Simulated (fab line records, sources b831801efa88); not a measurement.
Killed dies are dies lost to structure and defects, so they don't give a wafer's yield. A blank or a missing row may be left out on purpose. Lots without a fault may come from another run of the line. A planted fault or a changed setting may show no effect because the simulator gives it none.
fab line records | flow sky130
record lots=11 wafers=33 last_day=50
route steps=708 shown METAL2@499 VIA2@528 METAL3@533 CAPM@541 PAD_OPEN@708
lots that met no fault: from a run of the same line without faults
start_h: hours from the record's first day to the start of the lot's first wafer shown | wait_h: hours since the lot's step before | " the same as in the row above | L1.1+2: a row that stands for several wafers | - no value, or no start given | * or withheld: withheld | < > ~ a bound
route shown NAME@n: a module of which the file shows steps, and the number in the route of the first | usual: mean/standard deviation of fault-free wafers | same: alike in all rows | chamber/n: place in a boat | sites: the reading at each site | _std_site: their standard deviation | _edge_site: outer sites' mean less inner sites' | radius_mm: how far each site lies from the wafer's centre | mask NAME#n: copy n | behind: the tool/chamber that last shaped the wafer | hold: why the lot was held/for how many hours/how that ended | device: the transistor (n, p or np) that didn't switch | end of line: the same wafers' tests at the end of the route | a step without rows: its recipe alone | killed: dies lost to structure and defects at the first sort, not the wafer's yield | map: a wafer's dies, x killed, . not, _ none there
set.NAME: the setting as run; set.NAME@STEP: as run at that earlier step | model.NAME: the simulator's own value behind a step, which no gauge read
steps of the route over a sample of lots; a table a step, a row a wafer
services: from which hour (start_h, from the record's first day; less than 0 if before it) a tool's chamber was out of use, for how many hours, and why
## steps
# step SKY_METAL2_OVL_MEAS_16
# usual METAL2_OVL=4/5
# columns lot.wafer tool chamber start_h wait_h METAL2_OVL[nm]
L700.2 overlay-01 - 828.02 0.1 -2
L700.3 " - " " 2
L700.6 " - " " -1
L701.3 overlay-02 - 835.05 0.1 0
L701.4 " - " " -1
L701.5 " - " " 4
L702.1 overlay-01 - 838.15 0.1 0
L702.3 " - " " 0
L702.4 " - " " 3
L704.1 overlay-01 - 857.07 0.1 2
L704.3 " - " " 2
L704.4 " - " " -2
L705.2 overlay-02 - 863.52 0.1 4
L705.4 " - " " 2
L705.6 " - " " 0
L708.1 overlay-02 - 881.22 0.1 4
L708.3 " - " " 7
L708.5 " - " " 7
L714.4 overlay-02 - 928.51 0.1 -3
L714.5 " - " " 2
L714.6 " - " " 0
L715.2 overlay-02 - 934.07 0.1 12
L715.3 " - " " 5
L715.6 " - " " 3
L717.2 overlay-02 - 948.75 0.1 1
L717.4 " - " " 1
L717.5 " - " " -4
L719.1 overlay-02 - 958.02 0.1 8
L719.5 " - " " 5
L719.6 " - " " 5
L721.2 overlay-02 - 974.82 0.1 10
L721.3 " - " " 0
L721.5 " - " " 7
# step SKY_VIA2_CVD_21
# recipe material=W target_thk_nm=420 time_s=126.4 temp_c=400 pressure_torr=40
# usual chamber_pressure_Torr=40.00/0.088 heater_power_w=898/83
# columns lot.wafer tool chamber start_h wait_h chamber_pressure_Torr heater_power_w since_wet_clean_h
L700.2 cvd_w-01 0 855.72 0.0 39.85 840 452
L700.3 " 0 " " 39.96 860 -
L700.6 " 1 " " 40.09 1020 -
L701.3 cvd_w-01 0 863.41 0.1 39.93 843 -
L701.4 " 1 " " 39.90 1015 -
L701.5 " 0 " " 39.87 817 -
L702.1 cvd_w-02 0 866.34 0.0 39.95 833 962
L702.3 " 1 " " 40.26 886 -
L702.4 " 0 " " 40.02 820 -
L704.1 cvd_w-01 1 885.05 0.0 39.98 1009 481
L704.3 " 1 " " 40.06 1001 -
L704.4 " 0 " " 39.97 845 -
L705.2 cvd_w-02 1 891.73 0.0 40.01 881 988
L705.4 " 0 " " 39.97 823 -
L705.6 " 0 " " 39.97 798 -
L708.1 cvd_w-01 0 909.56 0.0 40.00 829 506
L708.3 " 1 " " 40.05 1000 -
L708.5 " 1 " " 39.86 1031 -
L714.4 cvd_w-02 0 954.58 0.1 40.05 867 -
L714.5 " 1 " " 39.98 857 -
L714.6 " 0 " " 40.04 840 -
L715.2 cvd_w-02 0 960.59 0.0 39.98 859 43
L715.3 " 1 " " 40.10 843 -
L715.6 " 1 " " 40.09 844 -
L717.2 cvd_w-01 0 974.66 0.0 40.16 834 571
L717.4 " 0 " " 40.03 825 -
L717.5 " 1 " " 39.85 991 -
L719.1 cvd_w-01 1 984.49 0.0 40.06 1012 581
L719.5 " 1 " " 39.88 1022 -
L719.6 " 0 " " 40.01 823 -
L721.2 cvd_w-01 0 1000.49 0.0 40.02 834 597
L721.3 " 1 " " 40.06 1025 -
L721.5 " 0 " " 39.90 854 -
# step SKY_VIA2_RS_MEAS_22
# recipe thk_meas_gauge=four-point-probe reads=W_of_VIA2_CVD_21+TiN_of_VIA2_SPUTTER_20
# usual VIA2_W_RS=0.2743/0.0028
# columns lot.wafer tool chamber start_h wait_h VIA2_W_RS[ohm/sq]
L700.2 film_metro-02 - 855.87 0.1 0.2708
L700.3 " - " " 0.2695
L700.6 " - " " 0.2696
L701.3 film_metro-04 - 863.54 0.1 0.2717
L701.4 " - " " 0.2735
L701.5 " - " " 0.2747
L702.1 film_metro-03 - 866.48 0.1 0.2703
L702.3 " - " " 0.2717
L702.4 " - " " 0.2735
L704.1 film_metro-02 - 885.18 0.1 0.2740
L704.3 " - " " 0.2747
L704.4 " - " " 0.2715
L705.2 film_metro-04 - 891.88 0.1 0.2747
L705.4 " - " " 0.2721
L705.6 " - " " 0.2717
L708.1 film_metro-03 - 909.69 0.1 0.2771
L708.3 " - " " 0.2785
L708.5 " - " " 0.2754
L714.4 film_metro-02 - 954.73 0.1 0.3187
L714.5 " - " " 0.2733
L714.6 " - " " 0.3243
L715.2 film_metro-03 - 960.74 0.1 0.3260
L715.3 " - " " 0.2808
L715.6 " - " " 0.2791
L717.2 film_metro-03 - 974.81 0.1 0.2731
L717.4 " - " " 0.2720
L717.5 " - " " 0.2772
L719.1 film_metro-02 - 984.62 0.1 0.2742
L719.5 " - " " 0.2751
L719.6 " - " " 0.2713
L721.2 film_metro-02 - 1000.64 0.1 0.2739
L721.3 " - " " 0.2751
L721.5 " - " " 0.2720
# step SKY_VIA2_THK_MEAS_23
# recipe thk_meas_gauge=xrf reads=W_of_VIA2_CVD_21
# usual VIA2_W_THK=394/4.5
# columns lot.wafer tool chamber start_h wait_h VIA2_W_THK[nm]
L700.2 film_metro-02 - 855.98 0.1 398
L700.3 " - " " 396
L700.6 " - " " 398
L701.3 film_metro-04 - 863.64 0.1 400
L701.4 " - " " 399
L701.5 " - " " 396
L702.1 film_metro-03 - 866.60 0.1 407
L702.3 " - " " 399
L702.4 " - " " 399
L704.1 film_metro-02 - 885.30 0.1 396
L704.3 " - " " 396
L704.4 " - " " 402
L705.2 film_metro-04 - 891.99 0.1 397
L705.4 " - " " 402
L705.6 " - " " 400
L708.1 film_metro-03 - 909.81 0.1 394
L708.3 " - " " 392
L708.5 " - " " 397
L714.4 film_metro-02 - 954.82 0.1 351
L714.5 " - " " 394
L714.6 " - " " 344
L715.2 film_metro-03 - 960.85 0.1 346
L715.3 " - " " 391
L715.6 " - " " 387
L717.2 film_metro-03 - 974.92 0.1 397
L717.4 " - " " 400
L717.5 " - " " 394
L719.1 film_metro-02 - 984.74 0.1 392
L719.5 " - " " 395
L719.6 " - " " 394
L721.2 film_metro-02 - 1000.75 0.1 393
L721.3 " - " " 391
L721.5 " - " " 393
# step SKY_METAL3_SPUTTER_01
# recipe material=TiN target_thk_nm=20 power_w=6500 time_s=16.7 chamber_pressure_pa=0.4
# usual throttle_valve_pct=30.6/1
# columns lot.wafer tool chamber start_h wait_h throttle_valve_pct
L700.2 pvd_sputter-03 - 856.35 0.0 30.0
L700.3 " - " " 29.3
L700.6 " - " " 32.1
L701.3 pvd_sputter-01 - 864.00 0.0 29.6
L701.4 " - " " 30.5
L701.5 " - " " 30.4
L702.1 pvd_sputter-02 - 867.11 0.0 30.3
L702.3 " - " " 31.0
L702.4 " - " " 30.3
L704.1 pvd_sputter-03 - 885.68 0.0 32.0
L704.3 " - " " 28.8
L704.4 " - " " 30.1
L705.2 pvd_sputter-03 - 892.36 0.0 32.1
L705.4 " - " " 29.1
L705.6 " - " " 29.0
L708.1 pvd_sputter-03 - 910.19 0.0 32.3
L708.3 " - " " 29.0
L708.5 " - " " 31.9
L714.4 pvd_sputter-01 - 955.17 0.0 31.2
L714.5 " - " " 30.4
L714.6 " - " " 28.9
L715.2 pvd_sputter-03 - 961.23 0.0 31.7
L715.3 " - " " 30.0
L715.6 " - " " 31.9
L717.2 pvd_sputter-02 - 975.30 0.0 30.7
L717.4 " - " " 31.0
L717.5 " - " " 30.6
L719.1 pvd_sputter-03 - 985.12 0.0 32.0
L719.5 " - " " 28.9
L719.6 " - " " 30.3
L721.2 pvd_sputter-03 - 1001.12 0.0 30.0
L721.3 " - " " 31.8
L721.5 " - " " 29.0
# step SKY_CAPM_THK_MEAS_04
# recipe thk_meas_gauge=xrf reads=TiN_of_CAPM_SPUTTER_02
# usual CAPM_TIN_THK=200.0/2.4
# columns lot.wafer tool chamber start_h wait_h CAPM_TIN_THK[nm]
L700.2 film_metro-02 - 856.80 0.1 198.2
L700.3 " - " " 197.4
L700.6 " - " " 198.8
L701.3 film_metro-04 - 864.48 0.1 199.8
L701.4 " - " " 200.1
L701.5 " - " " 199.0
L702.1 film_metro-02 - 867.55 0.1 199.1
L702.3 " - " " 199.7
L702.4 " - " " 201.2
L704.1 film_metro-01 - 886.12 0.1 201.0
L704.3 " - " " 199.9
L704.4 " - " " 201.5
L705.2 film_metro-01 - 892.81 0.1 199.4
L705.4 " - " " 198.6
L705.6 " - " " 200.3
L708.1 film_metro-04 - 910.64 0.1 199.5
L708.3 " - " " 196.6
L708.5 " - " " 198.4
L714.4 film_metro-04 - 955.64 0.1 198.3
L714.5 " - " " 198.1
L714.6 " - " " 199.1
L715.2 film_metro-02 - 961.68 0.1 199.8
L715.3 " - " " 198.7
L715.6 " - " " 199.3
L717.2 film_metro-01 - 975.75 0.1 201.8
L717.4 " - " " 202.2
L717.5 " - " " 200.5
L719.1 film_metro-02 - 985.56 0.1 202.6
L719.5 " - " " 202.6
L719.6 " - " " 201.2
L721.2 film_metro-04 - 1001.58 0.1 202.3
L721.3 " - " " 201.6
L721.5 " - " " 201.9
# step SKY_PAD_OPEN_PROBE_99
# usual defect_limited_yield=82.4/2 killed_at_M0_to_M3=44/6.8 killed_at_M4_up=3.4/2 killed_at_contacts=24/5.2 killed_at_front_end=15/5.2 killed_at_other=0.2/0.46 killed_dies=87/9.8 killed_open=47/7.5 killed_short=39/6.8 sort_bin_3_pad_short=0.8/0.37 sort_bin_5_function=10.5/1.5 sort_bin_6_memory=6.3/1.2 sort_n_pass=405/9.8 sort_yield_pct=82.4/2
# same gross_dies=492 killed_at_back_side=0 sort_bin_4_leakage[%]=0 sort_bin_8_speed[%]=0
# columns lot.wafer tool chamber start_h wait_h defect_limited_yield[%] killed_at_M0_to_M3 killed_at_M4_up killed_at_contacts killed_at_front_end killed_at_other killed_dies killed_open killed_short sort_bin_3_pad_short[%] sort_bin_5_function[%] sort_bin_6_memory[%] sort_n_pass sort_yield_pct[%]
L708.1 prober-02 - 1124.41 0.1 80.5 50 4 26 16 0 96 56 40 1.0 11.8 6.7 396 80.5
L708.3 prober-02 - 1124.51 0.2 86.8 33 2 22 8 0 65 42 23 0.4 8.9 3.9 427 86.8
L708.5 prober-02 - 1124.61 0.2 83.5 35 3 31 10 2 81 42 39 0.8 8.9 6.7 411 83.5
# killed by level:class
L708.1 CONTACT:geometric_particle:open=16 VIA1:geometric_particle:open=16 CONTACT:geometric_particle:short=7 VIA1:geometric_particle:short=7 METAL3:geometric_particle:short=5 METAL1:geometric_particle:short=5 POLY_GATE:geometric_particle:short=4 VIA2:geometric_particle:open=4
L708.3 CONTACT:geometric_particle:open=12 VIA2:geometric_particle:open=8 VIA1:geometric_particle:open=6 VIA1:geometric_particle:short=5 LI_CONTACT:geometric_particle:open=4 METAL1:geometric_particle:short=3 POLY_GATE:geometric_particle:open=3 LI_CONTACT:geometric_particle:short=3
L708.5 CONTACT:geometric_particle:open=13 VIA1:geometric_particle:open=8 VIA1:geometric_particle:short=7 VIA2:geometric_particle:open=7 POLY_GATE:geometric_particle:short=6 LI_CONTACT:geometric_particle:open=6 CONTACT:geometric_particle:short=6 METAL1:geometric_particle:short=5
## services
# columns tool chamber start_h hours kind
pvd_sputter-01 3 832.59 - consumable_replace:kit
pvd_sputter-01 3 832.59 18.0 scheduled_down
pvd_sputter-01 3 832.59 18.0 vent_cycle
pvd_sputter-02 - 871.06 7.5 repair
cvd_w-02 - 904.00 14.0 pm
cvd_w-02 0 904.00 14.0 vent_cycle
cvd_w-02 1 904.00 14.0 vent_cycle
pvd_sputter-03 3 910.32 - consumable_replace:kit
pvd_sputter-03 3 910.32 18.0 scheduled_down
pvd_sputter-03 3 910.32 18.0 vent_cycle
cvd_w-02 - 918.00 2.8 pm
cvd_w-02 0 918.00 - clean
cvd_w-02 1 918.00 - clean
pvd_sputter-02 - 934.72 4.6 repair
pvd_sputter-03 - 938.87 11.2 repair
pvd_sputter-02 3 953.85 - consumable_replace:kit
pvd_sputter-02 3 953.85 18.0 scheduled_down
pvd_sputter-02 3 953.85 18.0 vent_cycle
cvd_w-02 - 962.57 14.6 pm
pvd_sputter-03 - 988.03 3.4 repair
## key
first_sign step=SKY_VIA2_RS_MEAS_22 reading=VIA2_W_RS direction=up sigmas=17 usual=0.2743 struck=0.3230
effect step=SKY_VIA2_THK_MEAS_23 reading=VIA2_W_THK direction=down sigmas=10 usual=394 struck=347
met_at SKY_VIA2_CVD_21
struck_lots L714,L715
struck_wafers L714.4,L714.6,L715.2
not_acting_at SKY_METAL2_OVL_MEAS_16,SKY_METAL3_SPUTTER_01,SKY_CAPM_THK_MEAS_04
onset_between 891.73 954.58
fault kind=site_profile_drift tool=cvd_w-02 chamber=0 onset_h=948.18 steps=SKY_VIA2_CVD_21 basis=fraction max_abs_drift=0.26386 slope_share_per_hr=58.635 site_pattern=0,0,0,0,0,-1,-1,-1,-1
